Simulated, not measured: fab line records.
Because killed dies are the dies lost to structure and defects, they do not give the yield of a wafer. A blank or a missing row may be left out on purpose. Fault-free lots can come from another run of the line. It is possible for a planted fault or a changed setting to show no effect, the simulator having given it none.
A lot that was struck, set against a sound lot    flow sky130    17 steps out of a route of 708
Sound: wafers L441.3, L441.4, L441.6. The struck wafers were L462.1, L462.2, L462.6. The cause is given at the end.
For every step that has rows: the tool of each side, followed by ch and its chambers, followed by its first start. Under that, the readings that differ: sound wafers    struck wafers    difference of the means    sigmas: that difference in standard deviations of wafers without a fault.
alike: same words and numbers on both sides, and readings whose means sit less than 2 such deviations apart. not compared: any withheld reading, any reading some wafer has no value for, any bound like >300 that may hide the same value, and any number with overlapping values for which the record gives no deviation.
The two part at a step that has a row with sigmas, a row that says differs or no value, or rows on one side only. When numbers do not overlap yet have no deviation, they are printed without sigmas and do not part them. A reading that every wafer of one side lacks parts them only if that side has two wafers or more.

SKY_METAL4_SPUTTER_04: material TiN, target thk 70 nm, time 58.3 s.
  sound on pvdSputter-02, day 40 02:30; struck on pvdSputter-01, day 46 04:02
  alike: throttleValvePct
SKY_CAP2M_CVD_00: deposits SiO2, target thk 15.5 nm.
  sound on pecvd-04 ch 0,1, day 40 02:33; struck on pecvd-03 ch 0,2, day 46 04:05
  alike: heaterPowerW
SKY_CAP2M_THK_MEAS_01:
  sound on filmMetro-01, day 40 02:35; struck on filmMetro-01, day 46 04:07
  alike: CAP2M_CVD_00_THK
SKY_CAP2M_SPUTTER_02: material TiN, target thk 200 nm, time 166.7 s.
  sound on pvdSputter-04, day 40 02:38; struck on pvdSputter-04, day 46 04:11
  alike: throttleValvePct
SKY_CAP2M_RS_MEAS_03: the measuring method here is four-point-probe.
  sound on filmMetro-04, day 40 02:47; struck on filmMetro-04, day 46 04:17
  alike: CAP2M_TIN_RS
SKY_CAP2M_THK_MEAS_04: measures by xrf.
  sound on filmMetro-04, day 40 02:53; struck on filmMetro-04, day 46 04:25
  alike: CAP2M_TIN_THK
then, 6 steps without rows for these wafers: SKY_CAP2M_DEHYDRATE_05 (time 60 s); SKY_CAP2M_HMDS_06 (prime time 60 s); SKY_CAP2M_COAT_07 (resist thk 1140 nm); SKY_CAP2M_SOFTBAKE_08 (time 60 s); SKY_CAP2M_EXPOSE_09 (exposes mask CAP2M, target cd 1000 nm); SKY_CAP2M_PEB_10.
SKY_CAP2M_DEVELOP_11: develop time 60 s.
  sound on lithoTrack-04 ch 0, day 41 02:37; struck on lithoTrack-04 ch 0, day 47 00:10
reading             sound              struck             difference  sigmas
developerTempC (C)  23.08 23.18 23.11  25.39 25.41 25.39  +2.27       +19
SKY_CAP2M_OVL_MEAS_12:
  sound on overlay-02, day 41 02:44; struck on overlay-01, day 47 00:19
  alike: CAP2M_OVL
SKY_CAP2M_METAL_ETCH_13: etches TiN in Cl2/BCl3, stops on SiO2, target depth 220 nm, time 62.9 s.
  sound on rieMetal-01 ch 0,1, day 41 02:47; struck on rieMetal-04 ch 0,1, day 47 00:22
reading                sound              struck          difference  sigmas
model.CAP2M.cdNm (nm)  994.1 994.8 993.2  1008 1010 1011  +16         
  alike: drypumpMotorCurrentA, oesProductAu, throttleValvePct
  not compared: rfHoursCounterH
SKY_CAP2M_STRIP_14: strips in O2/N2.
  sound on plasmaAsher-03 ch 0,1, day 41 02:52; struck on plasmaAsher-03 ch 0,1, day 47 00:26
  alike: drypumpMotorCurrentA, oesProductAu, stripTimeToEndpointS
  not compared: rfHoursCounterH
-- the record jumps here: 4 days lie between the struck wafers' starts before and after (it left off in module CAP2M and takes up again in module PAD_OPEN, whose first step shown is number 708 of the route) --
SKY_PAD_OPEN_PROBE_99:
  sound on prober-02, day 46 02:22; struck on prober-02, day 51 01:44
  alike: defectLimitedYield, killed_at_M0_to_M3, killed_at_M4_up, killedAtContacts, killedAtFrontEnd, killedAtOther, killedDies, killedOpen, killedShort, sort_bin_3_pad_short, sort_bin_5_function, sort_bin_6_memory, sortNPass, sortYieldPct

== WHERE THEY PART ==
SKY_CAP2M_DEVELOP_11 only, going by this record. Later steps at which nothing parts them and some readings are alike: SKY_CAP2M_OVL_MEAS_12, SKY_CAP2M_METAL_ETCH_13, SKY_CAP2M_STRIP_14, SKY_PAD_OPEN_PROBE_99.

WHY: what had been put in by the simulator
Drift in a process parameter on lithoTrack-04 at SKY_CAP2M_DEVELOP_11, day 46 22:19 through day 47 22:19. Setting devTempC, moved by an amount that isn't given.
